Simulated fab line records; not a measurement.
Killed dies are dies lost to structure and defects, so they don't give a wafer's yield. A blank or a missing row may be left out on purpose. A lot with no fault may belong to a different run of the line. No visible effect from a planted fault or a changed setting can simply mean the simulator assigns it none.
Struck lot and sound lot, side by side :: flow sky130 :: 15 out of 708 route steps
Sound: these wafers, L841.1, L841.3, L841.6. Wafers struck: L857.4, L857.5. The cause is given at the end.
Per side, at each step with rows, come the tool, then ch with its chambers, and then its first start. Under that, the readings that differ: sound wafers :: struck wafers :: difference of the means :: sigmas: that difference in standard deviations of wafers without a fault.
alike: words and numbers the same on both sides, and readings whose means are apart by under 2 such deviations; not compared: readings that were withheld, readings missing a value for some wafer, numbers with overlapping values and no deviation given by the record, and bounds like >300 which may hide the same value.
A row with sigmas, a row that says differs or no value, or rows on one side alone: a step with any of these is where the two part. Numbers that have no deviation but don't overlap get no sigmas and don't part them. Lack of a reading on every wafer of one side parts them only where that side has two or more wafers.

SKY_METAL5_SPUTTER_03: material Ti, target thk 5 nm, time 3.3 s.
  struck on pvd sputter-01, day 47 01:45; sound on pvd sputter-02, day 42 16:52
  alike: throttle valve pct
SKY_METAL5_SPUTTER_04: material TiN, target thk 70 nm, time 58.3 s.
  struck on pvd sputter-01, day 47 01:46; sound on pvd sputter-02, day 42 16:53
  alike: throttle valve pct
SKY_METAL5_RS_MEAS_05: uses a four-point probe to measure.
  struck on film metro-01, day 47 01:53; sound on film metro-03, day 42 16:56
  alike: METAL5_ALCU_RS
SKY_METAL5_THK_MEAS_06: measures by xrf.
  struck on film metro-01, day 47 01:58; sound on film metro-03, day 42 17:04
reading: METAL5_ALCU_THK (nm)
sound: 1191 1205 1193
struck: 1171 1163
difference: -29
sigmas: -2
then, 7 steps without rows for these wafers: SKY_METAL5_DEHYDRATE_07 (time 60 s); SKY_METAL5_HMDS_08 (prime time 60 s); SKY_METAL5_COAT_09 (resist thk 1800 nm); SKY_METAL5_SOFTBAKE_10 (time 60 s); SKY_METAL5_EXPOSE_11 (exposes mask MM5, target cd 1600 nm); SKY_METAL5_PEB_12; SKY_METAL5_DEVELOP_13 (develop time 60 s).
SKY_METAL5_DESCUM_14: chemistry O2, time 11 s.
  sound on rie metal-02 ch 0,1, day 43 16:24; struck on rie metal-02 ch 0,1, day 47 21:46
reading: temp c (C)
sound: 40.18 40.08 40.27
struck: 39.80 39.88
difference: -0.34
sigmas: -3
  alike: chamber pressure mTorr, drypump motor current A, oes product au
  not compared: rf hours counter h
SKY_METAL5_METAL_ETCH_15: etches the open film in Cl2/BCl3, stops on SiO2, target depth 1260 nm, time 252 s.
  sound on rie metal-02 ch 0,1, day 43 16:26; struck on rie metal-02 ch 0,1, day 47 21:52
reading: model.NOVOLAK_of_METAL5_COAT_09.thk nm (nm)
sound: 1039 1034 1026
struck: 1163 1161
difference: +129
sigmas: 

reading: model.METAL5.cd nm (nm)
sound: 1605 1600 1602
struck: 1625 1617
difference: +19
sigmas: 

reading: model.SiO2_of_VIA4_HDPCVD_00.thk nm (nm)
sound: 550.2 550.6 550
struck: 554.4 555.9
difference: +4.9
sigmas: 
  alike: chamber pressure mTorr, drypump motor current A, oes product au, throttle valve pct
  not compared: rf hours counter h
SKY_METAL5_STRIP_16: strips in O2/N2.
  sound on plasma asher-02 ch 0,1, day 43 16:40; struck on plasma asher-01 ch 0, day 47 22:04
reading: strip time to endpoint s (s)
sound: 13.12 13.07 12.97
struck: 14.52 14.47
difference: +1.44
sigmas: +13
  alike: chamber pressure mTorr, drypump motor current A, oes product au
  not compared: rf hours counter h
then, 1 step without rows for these wafers: SKY_METAL5_STRIP_17 (strips in post etch residue remover, time 1200 s).

## WHERE THEY PART
First at SKY_METAL5_THK_MEAS_06; last, within this record, at SKY_METAL5_STRIP_16.

WHY: what the simulator had put in
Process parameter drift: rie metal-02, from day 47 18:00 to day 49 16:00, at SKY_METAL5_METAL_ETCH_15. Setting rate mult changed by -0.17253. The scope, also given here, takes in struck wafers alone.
